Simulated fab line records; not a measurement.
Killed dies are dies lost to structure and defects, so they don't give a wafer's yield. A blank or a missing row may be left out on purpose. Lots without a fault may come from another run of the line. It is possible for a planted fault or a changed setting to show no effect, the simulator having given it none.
Which tool did it? -- flow sfq line -- 14 lots, 42 wafers sampled, at 4 steps of a route of 325

## WHAT EACH GAUGE READ, for each wafer
The record holds no reading of a measuring or inspecting step that can be judged against a usual standard deviation.

## TOOL THAT RAN EACH LOT (tool first, then ch and the chambers of the sampled wafers, then the start)
lot,SFQ_TRILAYER_L0_STRIP_STRIP_009,SFQ_TRILAYER_I2_VIA_BARC_OPEN_VIA_ETCH_096,SFQ_TRILAYER_M3_ETCH_METAL_ETCH_078,SFQ_TRILAYER_I3_METRO_MEASURE_083
L632,"rie metal-01 ch 1, day 5 08:57","rie diel-04 ch 1,2, day 39 01:36","rie metal-04 ch 0,1, day 39 05:10","film metro-04, day 40 03:55"
L633,"rie metal-01 ch 0,1, day 5 13:57","rie diel-04 ch 0,1, day 39 12:24","rie metal-02 ch 0,1, day 39 16:02","film metro-04, day 40 13:07"
L634,"rie metal-02 ch 0,1, day 5 18:33","rie diel-02 ch 0,1,3, day 39 14:48","rie metal-01 ch 0,1, day 39 19:35","film metro-04, day 40 18:20"
L635,"rie metal-02 ch 0,1, day 5 22:21","rie diel-04 ch 0,2,3, day 39 17:12","rie metal-01 ch 0,1, day 39 22:02","film metro-03, day 40 19:19"
L636,"rie metal-04 ch 0, day 5 23:21","rie diel-02 ch 1,3, day 39 18:24","rie metal-01 ch 0,1, day 40 00:23","film metro-04, day 40 21:43"
L637,"rie metal-02 ch 0,1, day 6 00:45","rie diel-04 ch 2,3, day 39 19:36","rie metal-02 ch 0,1, day 40 01:38","film metro-03, day 41 00:44"
L639,"rie metal-04 ch 0,1, day 6 09:09","rie diel-02 ch 0,1, day 40 05:12","rie metal-04 ch 0,1, day 40 08:50","film metro-03, day 41 09:44"
L640,"rie metal-01 ch 0,1, day 6 14:57","rie diel-04 ch 0,1,2, day 40 08:48","rie metal-02 ch 0,1, day 40 14:23","film metro-02, day 41 13:41"
L643,"rie metal-02 ch 0,1, day 7 05:23","rie diel-02 ch 1,3, day 42 03:59","rie metal-01 ch 1, day 42 07:34","film metro-04, day 42 22:53"
L644,"rie metal-01 ch 0,1, day 7 11:35","rie diel-02 ch 0,1,3, day 42 08:47","rie metal-02 ch 0,1, day 42 13:37","film metro-03, day 43 05:05"
L646,"rie metal-04 ch 0,1, day 8 01:47","rie diel-02 ch 0,1,3, day 43 03:59","rie metal-04 ch 0,1, day 43 07:46","film metro-03, day 43 18:20"
L647,"rie metal-04 ch 0,1, day 8 08:17","rie diel-04 ch 0,2, day 43 23:11","rie metal-01 ch 0, day 44 03:04","film metro-03, day 44 08:11"
L649,"rie metal-04 ch 0,1, day 8 19:05","rie diel-04 ch 1,2,3, day 44 13:35","rie metal-04 ch 0,1, day 44 17:10","film metro-02, day 45 04:37"
L651,"rie metal-01 ch 0,1, day 9 05:53","rie diel-01 ch 0,1,3, day 44 19:35","rie metal-01 ch 0,1, day 44 23:10","film metro-03, day 45 13:54"
- SFQ_TRILAYER_L0_STRIP_STRIP_009: strips in O2.
- SFQ_TRILAYER_I2_VIA_BARC_OPEN_VIA_ETCH_096: etches BARC in O2, target depth 125 nm, time 41.7 s.
- SFQ_TRILAYER_M3_ETCH_METAL_ETCH_078: etches Nb in Cl2/Ar, stops on SiO2, target depth 240 nm, time 120 s.
- SFQ_TRILAYER_I3_METRO_MEASURE_083

## WHAT THE TOOLS THEMSELVES READ (means of the sampled wafers that have a number; where no wafer has one, the mark that the record gives instead)
SFQ_TRILAYER_L0_STRIP_STRIP_009. Usual: chamber pressure mTorr 50.00 mTorr, standard deviation 0.045; drypump motor current A 6.0 A, standard deviation 0.5; oes product au 1.002 a.u., standard deviation 0.0097.
lot,tool,chamber pressure mTorr (mTorr),drypump motor current A (A),oes product au (a.u.),flag
L632,rie metal-01,50.00,6.6,1.001,
L633,rie metal-01,50.03,5.9,1.002,
L634,rie metal-02,49.99,5.5,0.997,
L635,rie metal-02,50.02,5.5,1.004,
L636,rie metal-04,50.01,6.2,1.003,
L637,rie metal-02,49.99,5.9,0.994,
L639,rie metal-04,50.06,6.2,1.008,
L640,rie metal-01,49.98,6.2,1.001,
L643,rie metal-02,49.99,5.9,0.994,
L644,rie metal-01,49.94,5.9,0.991,
L646,rie metal-04,49.98,6.2,1.008,
L647,rie metal-04,60.00,6.2,1.016,OFF
L649,rie metal-04,60.00,6.2,1.017,OFF
L651,rie metal-01,49.98,6.2,0.993,

SFQ_TRILAYER_I2_VIA_BARC_OPEN_VIA_ETCH_096. Usual: bias w 80.00 W, standard deviation 0.24; drypump motor current A 5.9 A, standard deviation 0.53; oes product au 0.686 a.u., standard deviation 0.0045.
lot,tool,bias w (W),drypump motor current A (A),oes product au (a.u.),flag
L632,rie diel-04,79.86,5.9,0.683,
L633,rie diel-04,79.86,5.0,0.685,
L634,rie diel-02,80.20,6.0,0.681,
L635,rie diel-04,80.17,6.1,0.684,
L636,rie diel-02,79.85,6.1,0.685,
L637,rie diel-04,80.18,6.2,0.686,
L639,rie diel-02,80.02,6.0,0.687,
L640,rie diel-04,79.86,5.6,0.685,
L643,rie diel-02,79.96,6.1,0.686,
L644,rie diel-02,79.97,6.0,0.689,
L646,rie diel-02,80.06,6.0,0.684,
L647,rie diel-04,79.56,6.2,0.687,
L649,rie diel-04,80.07,5.8,0.682,
L651,rie diel-01,79.92,6.1,0.688,

SFQ_TRILAYER_M3_ETCH_METAL_ETCH_078. Usual: bias w 79.99 W, standard deviation 0.24; drypump motor current A 6.0 A, standard deviation 0.49; oes product au 0.895 a.u., standard deviation 0.0079.
lot,tool,bias w (W),drypump motor current A (A),oes product au (a.u.),flag
L632,rie metal-04,80.12,6.2,0.889,
L633,rie metal-02,80.30,5.5,0.905,
L634,rie metal-01,79.94,6.2,0.885,
L635,rie metal-01,79.99,6.2,0.901,
L636,rie metal-01,79.76,5.8,0.886,
L637,rie metal-02,80.05,5.5,0.896,
L639,rie metal-04,80.09,6.2,0.899,
L640,rie metal-02,79.82,5.9,0.889,
L643,rie metal-01,80.10,6.6,0.892,
L644,rie metal-02,80.26,5.5,0.893,
L646,rie metal-04,80.17,6.2,0.901,
L647,rie metal-01,79.94,5.5,0.905,
L649,rie metal-04,80.03,6.2,0.894,
L651,rie metal-01,80.21,5.9,0.900,

SFQ_TRILAYER_I3_METRO_MEASURE_083. Usual: 200.7 nm for thk nm, sd 1.1.
lot,tool,thk nm (nm),flag
L632,film metro-04,200.4,
L633,film metro-04,199.6,
L634,film metro-04,202.2,
L635,film metro-03,199.8,
L636,film metro-04,199.5,
L637,film metro-03,201.6,
L639,film metro-03,201.6,
L640,film metro-02,200.7,
L643,film metro-04,201.6,
L644,film metro-03,200.3,
L646,film metro-03,200.8,
L647,film metro-03,201.4,
L649,film metro-02,201.5,
L651,film metro-03,201.4,

## THE ANSWER, worked out from the rows above alone
Rule: lot off if the mean of its wafers having a number is beyond 3 standard deviations from the usual mean. A lot without any number at a reading at which 4 lots or more have one is off too. The other lots that the step has rows for count as sound. After the gauges, taken in route order, come the tools' own readings; for these a lot's mean is taken, as printed above. At the first step where some lot is off, the reading lying furthest off is the one used; lots without a number count as furthest.
Off, at SFQ_TRILAYER_L0_STRIP_STRIP_009 on chamber pressure mTorr: L647, L649.
A tool fits if, at that step or a process step before it, it ran every lot that is off, and no sound lot after the first of them. One candidate fits, namely rie metal-04 at SFQ_TRILAYER_L0_STRIP_STRIP_009. A fault onset in the window from L646 (day 8 01:47, its last sound lot) to L647 (day 8 08:17, its first lot off) fits.
The tool's own readings at SFQ_TRILAYER_L0_STRIP_STRIP_009 bear it out: on the lots that are off they differ by more than 5 times the standard deviation of the sound lots' means. chamber pressure mTorr reads 60.00 mTorr there against 50.00 mTorr on the sound lots.

## WHAT THE SIMULATOR HAD INSERTED
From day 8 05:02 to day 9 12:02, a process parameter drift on rie metal-04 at SFQ_TRILAYER_L0_STRIP_STRIP_009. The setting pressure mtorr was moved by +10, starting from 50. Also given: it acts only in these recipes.
Shown lots that were struck: L647, L649. The same result came from the rule above.
